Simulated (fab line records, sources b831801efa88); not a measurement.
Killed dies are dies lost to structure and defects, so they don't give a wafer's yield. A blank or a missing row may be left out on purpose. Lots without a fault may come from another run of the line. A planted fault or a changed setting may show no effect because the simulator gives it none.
Chamber matching | flow gf180mcu | GF_V2_CMP_04 on cmp-02: 4 sister chambers
The step polishes SiO2. 33 wafers are shown with their chamber, then 12 later ones without.

WAFERS WITH THEIR CHAMBER
wafer  | chamber | motor_current_A (A) | time_to_endpoint_s (s)
L074.2 | 0       | 13.5                | 75
L074.3 | 3       | 11.7                | 83
L074.4 | 1       | 11.2                | 90
L075.2 | 0       | 14.5                | 84
L075.5 | 0       | 13.7                | 84
L075.6 | 1       | 10.5                | 93
L076.1 | 0       | 14.1                | 83
L076.3 | 2       | 12.1                | 82
L076.6 | 2       | 12.3                | 88
L081.1 | 3       | 11.3                | 77
L081.3 | 1       | 10.9                | 92
L081.6 | 0       | 13.9                | 83
L082.1 | 3       | 11.3                | 82
L082.2 | 1       | 11.4                | 88
L082.3 | 0       | 13.9                | 84
L083.1 | 2       | 12.8                | 73
L083.3 | 1       | 11.2                | 73
L083.5 | 0       | 13.7                | 74
L085.4 | 0       | 13.9                | 84
L085.5 | 2       | 12.6                | 89
L085.6 | 3       | 11.8                | 85
L086.1 | 1       | 10.5                | 89
L086.4 | 3       | 10.9                | 90
L086.5 | 0       | 14.3                | 84
L087.4 | 0       | 14.9                | 79
L087.5 | 3       | 11.6                | 82
L087.6 | 0       | 14.5                | 82
L089.1 | 2       | 12.0                | 82
L089.5 | 0       | 14.3                | 83
L089.6 | 3       | 11.4                | 77
L091.2 | 3       | 11.7                | 75
L091.3 | 1       | 10.9                | 79
L091.6 | 2       | 12.4                | 78

SIGNATURES (means of the wafers above)
reading            | chamber 0 | chamber 1 | chamber 2 | chamber 3 | scatter within a chamber
motor_current_A    | 14.100    | 10.943    | 12.367    | 11.463    | 0.355
time_to_endpoint_s | 81.58     | 86.29     | 82.00     | 81.38     | 5.34
Rule: a wafer's distance from a chamber is the root of the sum, over the readings, of the square of ((its reading less the chamber's mean) divided by the reading's scatter). The wafer belongs to the nearest chamber; if the next one is less than 2 further off, it can't be placed. The scatter: the root of (the sum of the squares of (reading less its chamber's mean) over the shown wafers, divided by (wafers less chambers)).

WAFERS WITHOUT THEIR CHAMBER
wafer  | motor_current_A (A) | time_to_endpoint_s (s)
L093.1 | 13.8                | 78
L093.3 | 12.0                | 80
L093.6 | 14.4                | 79
L094.1 | 11.6                | 76
L094.2 | 10.6                | 84
L094.3 | 12.8                | 75
L094.4 | 14.3                | 85
L094.5 | 13.9                | 80
L094.6 | 12.0                | 79
L095.3 | 14.2                | 74
L095.4 | 12.3                | 76
L095.6 | 11.8                | 81

WHICH CHAMBER EACH WENT THROUGH
wafer  | from the rows above          | in truth
L093.1 | 0                            | 0
L093.3 | can't be placed: 2 or 3      | 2
L093.6 | 0                            | 0
L094.1 | can't be placed: 3 or 2 or 1 | 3
L094.2 | can't be placed: 1 or 3      | 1
L094.3 | 2                            | 2
L094.4 | 0                            | 0
L094.5 | 0                            | 0
L094.6 | can't be placed: 2 or 3      | 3
L095.3 | 0                            | 0
L095.4 | can't be placed: 2 or 3      | 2
L095.6 | can't be placed: 3 or 2 or 1 | 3
Placed correctly: 6 of 12. Can't be placed from these rows: 6 (the true chamber is among the candidates in 6). Placed wrongly: 0.
